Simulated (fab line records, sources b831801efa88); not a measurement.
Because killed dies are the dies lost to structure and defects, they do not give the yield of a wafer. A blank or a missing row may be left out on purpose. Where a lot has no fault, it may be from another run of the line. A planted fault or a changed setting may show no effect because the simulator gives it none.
Check for tools in common -- flow gf180mcu -- 42 wafers sampled across 14 lots

== WHY IT WAS OPENED ==
Flagged at GF_V5_CD_MEAS_14: reading cdNm, on 2 of 14 lots. No-fault wafers: 260.2 nm, standard deviation 1.3.
Rule: flag the lot when none of its wafers has a number, or when each of its wafers that has one lies beyond 4 standard deviations from that mean. As for the other lots, they are considered sound.

lot,measured,on,"cdNm (nm), wafer by wafer",flag
L675,day 27 14:58,cdSem-02,260.7 260.3 258.9,
L676,day 27 18:38,cdSem-02,262.6 261.7 261.2,
L677,day 28 03:25,cdSem-01,260.8 259.8 261.1,
L679,day 28 18:58,cdSem-02,262.2 260.4 261.9,
L680,day 29 03:58,cdSem-01,259.0 259.0 260.2,
L681,day 29 10:25,cdSem-02,258.9 259.0 259.6,
L683,day 29 22:40,cdSem-02,258.7 259.5 258.5,
L685,day 30 16:32,cdSem-02,259.1 259.0 259.9,
L686,day 30 20:23,cdSem-02,258.5 258.2 257.6,
L687,day 31 06:28,cdSem-02,288.7 288.1 287.7,FLAGGED
L692,day 32 11:53,cdSem-02,284.1 283.3 283.4,FLAGGED
L694,day 32 23:10,cdSem-02,260.7 261.4 260.5,
L696,day 33 07:35,cdSem-01,260.5 260.0 260.1,
L697,day 33 15:07,cdSem-02,260.6 259.4 259.5,
The mean of the flagged lots' numbers is 285.9 nm, +25.7 nm from the usual (+20 standard deviations).

== TOOL THAT RAN EACH LOT ==
The record holds 2 process steps before the reading, out of a route of 602 steps. Each cell gives the tool, then ch followed by the chambers the sampled wafers passed through, then the start.
lot,flag,GF_MIM_SPUTTER_04,GF_V5_EXPOSE_11
L675,,"pvdSputter-01, day 24 21:42","krfScanner-02 ch 0, day 27 05:04"
L676,,"pvdSputter-01, day 25 03:02","krfScanner-02 ch 0, day 27 09:04"
L677,,"pvdSputter-01, day 25 13:04","krfScanner-01 ch 0, day 27 17:26"
L679,,"pvdSputter-04, day 26 05:13","krfScanner-01 ch 0, day 28 09:39"
L680,,"pvdSputter-01, day 26 15:02","krfScanner-01 ch 0, day 28 18:25"
L681,,"pvdSputter-01, day 26 21:33","krfScanner-02 ch 0, day 29 01:23"
L683,,"pvdSputter-03, day 27 11:44","krfScanner-02 ch 0, day 29 13:37"
L685,,"pvdSputter-04, day 28 04:52","krfScanner-01 ch 0, day 30 07:32"
L686,,"pvdSputter-01, day 28 11:04","krfScanner-01 ch 0, day 30 12:05"
L687,FLAGGED,"pvdSputter-04, day 28 21:28","krfScanner-02 ch 0, day 30 21:53"
L692,FLAGGED,"pvdSputter-03, day 30 05:07","krfScanner-02 ch 0, day 32 03:55"
L694,,"pvdSputter-04, day 30 18:34","krfScanner-01 ch 0, day 32 14:58"
L696,,"pvdSputter-03, day 31 03:15","krfScanner-01 ch 0, day 32 23:36"
L697,,"pvdSputter-04, day 31 11:39","krfScanner-01 ch 0, day 33 07:22"
What these steps do:
- GF_MIM_SPUTTER_04: material TiN, target thk 50 nm, time 41.7 s.
- GF_V5_EXPOSE_11: exposes mask Via5, target cd 260 nm.
- GF_V5_CD_MEAS_14: target cd 260 nm.

== FLAGGED AGAINST TOTAL, ONE TOOL AT A TIME (gauges that did the reading follow at the end) ==
step,tool,lots run,flagged,share of the flagged lots,sound lots run after its first flagged lot
GF_MIM_SPUTTER_04,pvdSputter-01,6,0,none,-
GF_MIM_SPUTTER_04,pvdSputter-03,3,1,some,1 (L696)
GF_MIM_SPUTTER_04,pvdSputter-04,5,1,some,"2 (L694,L697)"
GF_V5_EXPOSE_11,krfScanner-01,8,0,none,-
GF_V5_EXPOSE_11,krfScanner-02,6,2,all,0
GF_V5_CD_MEAS_14,cdSem-01,3,0,none,-
GF_V5_CD_MEAS_14,cdSem-02,11,2,all,"2 (L694,L697)"

== WHAT IS ALLOWED BY THE TABLE ==
2 rows of the table ran every flagged lot: krfScanner-02 at GF_V5_EXPOSE_11, cdSem-02 at GF_V5_CD_MEAS_14.
- krfScanner-02 at GF_V5_EXPOSE_11: 2 of its 6 lots flagged. Last sound lot L683 at day 29 13:37, first flagged lot L687 at day 30 21:53; a fault beginning in between fits. Its own readings (exposureDoseMJCm2) fall more than 4 standard deviations out on all wafers of the flagged lots.
- cdSem-02 at GF_V5_CD_MEAS_14: 2 of its 11 lots flagged. Sound lots ran on it after the first flagged one (L694, L697), which a lasting fault on the whole tool wouldn't allow.
What remains is a single tool, krfScanner-02 at GF_V5_EXPOSE_11.

== WHAT THE SIMULATOR HAD INSERTED ==
Drift in process parameters on krfScanner-02 at GF_V5_EXPOSE_11, starting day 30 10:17. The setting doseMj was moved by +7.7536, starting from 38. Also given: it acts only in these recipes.
Struck lots among those shown: L687, L692. The rule above reached the same finding.
